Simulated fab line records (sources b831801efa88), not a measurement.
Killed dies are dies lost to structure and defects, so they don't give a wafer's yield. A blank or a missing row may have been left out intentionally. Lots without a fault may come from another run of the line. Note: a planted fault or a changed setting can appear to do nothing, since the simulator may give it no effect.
Which of the tools did it? + flow sky130 + Sampling: 11 lots, 33 wafers, 2 of 708 route steps

== WHAT EACH GAUGE READ, for each wafer ==
SKY_METAL3_CD_MEAS_13: target cd 300 nm. Usual: cd-nm reads 299.4 nm (standard deviation 1.6).
| lot  | measured     | on        | cd-nm (nm)        | flag |
|------|--------------|-----------|-------------------|------|
| L216 | day 38 10:52 | cd-sem-02 | 299.9 299.2 299.5 |      |
| L217 | day 38 18:03 | cd-sem-02 | 298.8 297.1 297.5 |      |
| L218 | day 39 07:11 | cd-sem-01 | 298.0 299.3 298.3 |      |
| L219 | day 39 11:56 | cd-sem-02 | 300.0 299.2 300.5 |      |
| L221 | day 40 07:00 | cd-sem-01 | 300.4 300.6 299.8 |      |
| L222 | day 40 12:29 | cd-sem-01 | 299.8 298.9 300.1 |      |
| L225 | day 41 02:52 | cd-sem-01 | 297.7 299.3 298.3 |      |
| L229 | day 42 05:14 | cd-sem-02 | 300.7 301.3 302.3 |      |
| L230 | day 42 16:17 | cd-sem-01 | 304.0 303.1 303.1 |      |
| L232 | day 43 15:41 | cd-sem-01 | 299.8 299.2 300.5 |      |
| L239 | day 45 02:29 | cd-sem-01 | 300.5 300.3 301.1 |      |

SKY_METAL3_OVL_MEAS_14. Usual: METAL3_OVL 1 nm, standard deviation 4.9.
| lot  | measured     | on         | METAL3_OVL (nm) | flag |
|------|--------------|------------|-----------------|------|
| L216 | day 38 10:59 | overlay-01 | -3 3 -4         |      |
| L217 | day 38 18:10 | overlay-02 | 13 9 11         |      |
| L218 | day 39 07:18 | overlay-02 | 5 6 4           |      |
| L219 | day 39 12:03 | overlay-01 | 4 2 3           |      |
| L221 | day 40 07:06 | overlay-02 | 0 2 4           |      |
| L222 | day 40 12:36 | overlay-02 | 1 -3 -2         |      |
| L225 | day 41 02:59 | overlay-01 | 4 12 6          |      |
| L229 | day 42 05:21 | overlay-01 | 2 6 3           |      |
| L230 | day 42 16:21 | overlay-02 | 3 3 6           |      |
| L232 | day 43 15:47 | overlay-01 | -3 -2 -6        |      |
| L239 | day 45 02:35 | overlay-01 | 10 3 4          |      |

== TOOL THAT RAN EACH LOT (tool first, then ch and the chambers of the sampled wafers, then the start) ==
Before these readings, the record contains no process step.

== AS READ BY THE TOOLS THEMSELVES (means over the sampled wafers that have a number; for cases with no such wafer, the mark the record gives instead) ==
The record holds no such reading with a usual standard deviation.

== THE ANSWER, worked out from the rows above alone ==
Rule: a lot is off if the mean of its wafers that have a number lies more than 3 standard deviations from the usual mean. Also off: a lot with no number at a reading for which 4 or more lots have one. Where the step has rows for the other lots, those lots are counted as sound. The gauges are gone through in route order, then the tools' own readings, and for those a lot's mean is taken as printed above. The first step at which some lot is off is used, and at that step the reading that is off furthest; a lot without a number counts as furthest.
Across all readings shown, no lot is off: no conclusion can be drawn from this.

== WHAT WAS PUT IN BY THE SIMULATOR ==
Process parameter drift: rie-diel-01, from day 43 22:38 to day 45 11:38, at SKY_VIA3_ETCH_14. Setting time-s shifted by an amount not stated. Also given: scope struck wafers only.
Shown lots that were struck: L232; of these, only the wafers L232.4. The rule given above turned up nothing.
